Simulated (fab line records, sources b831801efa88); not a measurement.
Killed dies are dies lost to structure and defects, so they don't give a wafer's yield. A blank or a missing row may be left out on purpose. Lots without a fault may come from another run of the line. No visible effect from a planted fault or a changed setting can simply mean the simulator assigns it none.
Matching of chambers | flow sky130 | rie diel-02 running SKY_POLY_GATE_ETCH_16: 4 sister chambers
The step etches Si3N4 in CH3F/O2, stops on poly-Si, time 147.5 s, target depth 75 nm. 20 wafers are shown with their chamber, then 10 later ones without.

== EACH WAFER AND ITS CHAMBER ==
wafer  | chamber | drypump motor current A (A) | oes product au (a.u.) | throttle valve pct (%)
L075.1 | 1       | 5.3                         | 0.644                 | 10.531
L075.4 | 0       | 4.7                         | 0.637                 | 10.540
L075.5 | 1       | 5.3                         | 0.649                 | 10.531
L079.1 | 0       | 4.7                         | 0.629                 | 10.549
L079.2 | 2       | 6.0                         | 0.636                 | 10.530
L079.3 | 1       | 5.3                         | 0.638                 | 10.533
L079.4 | 3       | 4.7                         | 0.642                 | 10.522
L079.5 | 0       | 4.7                         | 0.632                 | 10.540
L079.6 | 1       | 5.3                         | 0.635                 | 10.541
L081.1 | 3       | 4.7                         | 0.641                 | 10.527
L081.2 | 2       | 5.9                         | 0.639                 | 10.536
L081.3 | 0       | 4.7                         | 0.640                 | 10.541
L081.4 | 1       | 5.3                         | 0.637                 | 10.531
L081.5 | 0       | 4.7                         | 0.644                 | 10.534
L081.6 | 1       | 5.3                         | 0.654                 | 10.539
L083.1 | 3       | 4.7                         | 0.640                 | 10.552
L083.2 | 2       | 5.9                         | 0.640                 | 10.539
L083.3 | 0       | 4.7                         | 0.638                 | 10.530
L083.4 | 1       | 5.3                         | 0.638                 | 10.543
L083.5 | 3       | 4.7                         | 0.645                 | 10.537

SIGNATURES (averages over the wafers above)
reading                 | chamber 0 | chamber 1 | chamber 2 | chamber 3 | scatter within a chamber
drypump motor current A | 4.700     | 5.300     | 5.933     | 4.700     | 0.0204
oes product au          | 0.63667   | 0.64214   | 0.63833   | 0.64200   | 0.00544
throttle valve pct      | 10.53900  | 10.53557  | 10.53500  | 10.53450  | 0.00768
Rule: a wafer's distance from a chamber is the root of the sum, over the readings, of the square of ((its reading less the chamber's mean) divided by the reading's scatter). If the next closest chamber is less than 2 further off than the closest, the wafer can't be placed; otherwise it belongs to the closest. The scatter: take each reading less its chamber's mean, square it, sum over the shown wafers, divide by the number of wafers less the number of chambers, and take the root.

== WAFERS MISSING THEIR CHAMBER ==
wafer  | drypump motor current A (A) | oes product au (a.u.) | throttle valve pct (%)
L083.6 | 5.9                         | 0.637                 | 10.542
L085.1 | 4.7                         | 0.643                 | 10.525
L085.4 | 5.9                         | 0.642                 | 10.532
L085.6 | 5.9                         | 0.640                 | 10.535
L087.1 | 4.7                         | 0.643                 | 10.524
L087.2 | 5.9                         | 0.640                 | 10.527
L087.5 | 4.7                         | 0.645                 | 10.547
L094.3 | 5.3                         | 0.639                 | 10.529
L094.4 | 4.7                         | 0.633                 | 10.538
L094.6 | 4.7                         | 0.632                 | 10.548

== EACH ONE'S CHAMBER ==
wafer  | from the rows above     | in truth
L083.6 | 2                       | 2
L085.1 | can't be placed: 3 or 0 | 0
L085.4 | 2                       | 2
L085.6 | 2                       | 2
L087.1 | can't be placed: 3 or 0 | 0
L087.2 | 2                       | 2
L087.5 | can't be placed: 3 or 0 | 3
L094.3 | 1                       | 1
L094.4 | can't be placed: 0 or 3 | 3
L094.6 | can't be placed: 0 or 3 | 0
5 of 10 placed correctly. From these rows, 5 cannot be placed; in 5 the true chamber is one of the candidates. Wrongly placed: 0.
